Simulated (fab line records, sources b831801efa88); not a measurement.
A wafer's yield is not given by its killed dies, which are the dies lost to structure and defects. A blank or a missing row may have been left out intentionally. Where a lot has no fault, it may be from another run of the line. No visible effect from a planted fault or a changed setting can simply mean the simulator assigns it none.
A struck lot beside a sound one + flow sky130 + 18 steps out of a route of 708
Sound: the wafers L431.2, L431.4, L431.5. Wafers L440.1, L440.2 were the ones struck. The cause is given at the end.
For every step that has rows: the tool of each side, followed by ch and its chambers, followed by its first start. Under that, the readings that differ: sound wafers + struck wafers + difference of the means + sigmas: that difference in standard deviations of wafers without a fault.
alike: a reading whose means differ by less than 2 such deviations, as well as words and numbers matching on both sides. not compared: withheld readings; readings where some wafer has no value; bounds like >300 that might hide an equal value; numbers whose values overlap and for which the record gives no deviation.
Wherever a step has rows on one side only, a row that says differs or no value, or a row with sigmas, the two part there. Non-overlapping numbers with no deviation appear without sigmas and do not part them. Lack of a reading on every wafer of one side parts them only where that side has two or more wafers.

first, 5 steps without rows for these wafers: SKY_VIA4_COAT_06 (resist thk 1140 nm); SKY_VIA4_SOFTBAKE_07 (time 60 s); SKY_VIA4_EXPOSE_08 (exposes mask VIM4, target cd 800 nm); SKY_VIA4_PEB_09; SKY_VIA4_DEVELOP_10 (develop time 60 s).
SKY_VIA4_OVL_MEAS_11:
  sound: overlay-01 at day 42 13:03; struck: overlay-02 at day 45 23:03
  alike: VIA4_OVL
SKY_VIA4_ETCH_12: etches SiO2 in C4F8/O2/Ar, stops on TiN, target depth 580 nm.
  sound on rieDiel-04 ch 0,2, day 42 13:05; struck on rieDiel-04 ch 0,3, day 45 23:05
  alike: oesProductAu
SKY_VIA4_STRIP_13: strips in O2/N2.
  sound on plasmaAsher-01 ch 0,1, day 42 13:10; struck on plasmaAsher-02 ch 0,1, day 45 23:10
  alike: drypumpMotorCurrentA, oesProductAu, stripTimeToEndpointS
  not compared: rfHoursCounterH
then, 3 steps without rows for these wafers: SKY_VIA4_STRIP_14 (strips in post etch residue remover, time 1200 s); SKY_VIA4_CLEAN_15 (cleans in IPA, time 180 s); SKY_VIA4_CLEAN_16 (cleans in O3/DIW).
SKY_VIA4_SPUTTER_17: material TiN, target thk 20 nm, time 80 s.
  sound: pvdSputter-04 at day 42 13:46; struck: pvdSputter-04 at day 45 23:45
  alike: throttleValvePct
SKY_VIA4_CVD_18: deposits W, target thk 505 nm, time 152.14 s.
  sound on cvdW-01 ch 0, day 42 13:50; struck on cvdW-01 ch 0,1, day 45 23:49
| reading                           | sound             | struck      | difference | sigmas |
|-----------------------------------|-------------------|-------------|------------|--------|
| model.W_of_VIA4_CVD_18.thkNm (nm) | 498.5 495.6 501.5 | 164.1 157.6 | -337.7     |        |
  alike: chamberPressureTorr, heaterPowerW
SKY_VIA4_RS_MEAS_19: uses a four-point probe to measure.
  sound: filmMetro-01 at day 42 14:00; struck: filmMetro-02 at day 45 23:58
| reading            | sound                | struck        | difference | sigmas      |
|--------------------|----------------------|---------------|------------|-------------|
| VIA4_W_RS (ohm/sq) | 0.2296 0.2317 0.2284 | 0.7093 0.7385 | +0.4940    | +99 or more |
SKY_VIA4_THK_MEAS_20: measures by xrf.
  sound: filmMetro-01 at day 42 14:07; struck: filmMetro-02 at day 46 00:05
| reading         | sound       | struck  | difference | sigmas |
|-----------------|-------------|---------|------------|--------|
| VIA4_W_THK (nm) | 512 509 514 | 166 159 | -349       | -58    |
SKY_VIA4_CMP_21: polishes, stops on SiO2, t overpolish 25 s, target thk 0 nm.
  sound on cmp-02 ch 0,2, day 42 14:13; struck on cmp-01 ch 1,3, day 46 00:08
| reading             | sound       | struck | difference | sigmas |
|---------------------|-------------|--------|------------|--------|
| timeToEndpointS (s) | 118 118 119 | 45 40  | -76        | -17    |
  alike: motorCurrentA, retainingRingPressureFrac, slurryFilterDpKPa
SKY_METAL5_SPUTTER_00: material Ti, target thk 15 nm, time 10 s.
  sound: pvdSputter-04 at day 42 14:28; struck: pvdSputter-03 at day 46 00:26
  alike: throttleValvePct
-- the record jumps here: 3 days lie between the struck wafers' starts before and after (it left off in module METAL5 and takes up again in module PAD_OPEN, whose first step shown is number 708 of the route) --
SKY_PAD_OPEN_PROBE_99:
  sound: prober-01 at day 45 12:31; struck: prober-02 at day 48 14:10
| reading                     | sound                | struck        | difference | sigmas |
|-----------------------------|----------------------|---------------|------------|--------|
| model.etest.via4Chain.rcOhm | 0.8058 0.7924 0.8127 | 0.8779 0.8986 | +0.0846    |        |
  alike: defectLimitedYield, killed_at_M0_to_M3, killed_at_M4_up, killedAtContacts, killedAtFrontEnd, killedAtOther, killedDies, killedOpen, killedShort, sort_bin_3_pad_short, sort_bin_5_function, sort_bin_6_memory, sortNPass, sortYieldPct

## WHERE THEY PART
First at SKY_VIA4_RS_MEAS_19; last, within this record, at SKY_VIA4_CMP_21. Later steps at which nothing parts them and some readings are alike: SKY_METAL5_SPUTTER_00, SKY_PAD_OPEN_PROBE_99.

WHY: whatever the simulator had introduced
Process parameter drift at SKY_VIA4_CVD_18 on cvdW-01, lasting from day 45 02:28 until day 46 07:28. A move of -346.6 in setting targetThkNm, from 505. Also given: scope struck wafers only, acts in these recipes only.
